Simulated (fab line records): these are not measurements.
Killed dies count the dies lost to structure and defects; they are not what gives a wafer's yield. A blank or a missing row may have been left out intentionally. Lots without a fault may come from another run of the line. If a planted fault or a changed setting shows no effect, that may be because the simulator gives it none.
Tool commonality check    flow sky130    Lots sampled 13, wafers sampled 39

## THE REASON FOR OPENING IT
2 of 13 lots carry a flag on the reading VT_ADJUST_HVTR_TW at SKY_VT_ADJUST_HVTR_TW_MEAS_11. Fault-free wafers read 210.4, with a standard deviation of 1.4.
Rule: flag the lot when none of its wafers has a number, or when each of its wafers that has one lies beyond 4 standard deviations from that mean. The other lots count as sound.

lot   measured      on             VT_ADJUST_HVTR_TW, wafer by wafer  flag
L588  day 9 15:58   film-metro-01  210.5 212.2 211.2                  
L589  day 9 20:48   film-metro-03  207.8 207.6 207.5                  
L595  day 11 17:24  film-metro-04  117.9 116.5 115.7                  FLAGGED
L596  day 12 01:21  film-metro-01  116.6 115.2 115.6                  FLAGGED
L600  day 13 03:54  film-metro-03  207.3 208.4 207.5                  
L604  day 14 05:35  film-metro-01  211.9 212.0 212.5                  
L605  day 14 12:26  film-metro-01  210.9 212.7 211.5                  
L606  day 14 20:18  film-metro-03  208.6 209.2 208.3                  
L607  day 15 03:31  film-metro-04  210.1 211.6 210.6                  
L608  day 15 10:15  film-metro-04  210.6 210.4 211.9                  
L609  day 15 19:22  film-metro-01  211.0 210.2 211.1                  
L610  day 16 01:11  film-metro-04  210.2 209.2 209.8                  
L611  day 16 04:55  film-metro-03  208.5 208.3 207.5                  
The mean of the flagged lots' numbers is 116.2, -94.2 from the usual (-67 standard deviations).

## EACH LOT AND THE TOOL IT RAN ON
The record holds 1 process step before the reading, out of a route of 708 steps. Every cell lists first the tool, next ch and the chambers used by the sampled wafers, and last the start.
lot   flag     SKY_VT_ADJUST_HVTR_IMPLANT_09
L588           implanter-01 ch 0, day 9 15:43
L589           implanter-04 ch 0, day 9 20:34
L595  FLAGGED  implanter-02 ch 0, day 11 17:10
L596  FLAGGED  implanter-02 ch 0, day 12 01:07
L600           implanter-04 ch 0, day 13 03:40
L604           implanter-01 ch 0, day 14 05:20
L605           implanter-01 ch 0, day 14 12:11
L606           implanter-02 ch 0, day 14 20:04
L607           implanter-02 ch 0, day 15 03:16
L608           implanter-02 ch 0, day 15 10:01
L609           implanter-02 ch 0, day 15 19:05
L610           implanter-02 ch 0, day 16 00:56
L611           implanter-04 ch 0, day 16 04:40
What is done by these steps:
- SKY_VT_ADJUST_HVTR_IMPLANT_09
- SKY_VT_ADJUST_HVTR_TW_MEAS_11

## FLAGGED AGAINST TOTAL, ONE TOOL AT A TIME (gauges that did the reading follow at the end)
step                           tool           lots run  flagged  share of the flagged lots  sound lots run after its first flagged lot
SKY_VT_ADJUST_HVTR_IMPLANT_09  implanter-01   3         0        none                       -
SKY_VT_ADJUST_HVTR_IMPLANT_09  implanter-02   7         2        all                        5 (L606,L607,L608,L609,L610)
SKY_VT_ADJUST_HVTR_IMPLANT_09  implanter-04   3         0        none                       -
SKY_VT_ADJUST_HVTR_TW_MEAS_11  film-metro-01  5         1        some                       3 (L604,L605,L609)
SKY_VT_ADJUST_HVTR_TW_MEAS_11  film-metro-03  4         0        none                       -
SKY_VT_ADJUST_HVTR_TW_MEAS_11  film-metro-04  4         1        some                       3 (L607,L608,L610)

## THE TABLE: WHAT IT ALLOWS
All flagged lots share 1 row of the table, namely implanter-02 at SKY_VT_ADJUST_HVTR_IMPLANT_09.
- implanter-02 at SKY_VT_ADJUST_HVTR_IMPLANT_09 ran 7 lots, 2 of them flagged. Sound lots ran on it after the first flagged one (L606, L607, L608, L609, L610), which a lasting fault on the whole tool wouldn't allow. Its own readings lie more than 4 standard deviations out on every wafer of the flagged lots: dose-ions-cm2, faraday-current-uA.
None of the table's rows ran every flagged lot and, after the first, no sound lot.

## WHAT THE SIMULATOR PUT IN
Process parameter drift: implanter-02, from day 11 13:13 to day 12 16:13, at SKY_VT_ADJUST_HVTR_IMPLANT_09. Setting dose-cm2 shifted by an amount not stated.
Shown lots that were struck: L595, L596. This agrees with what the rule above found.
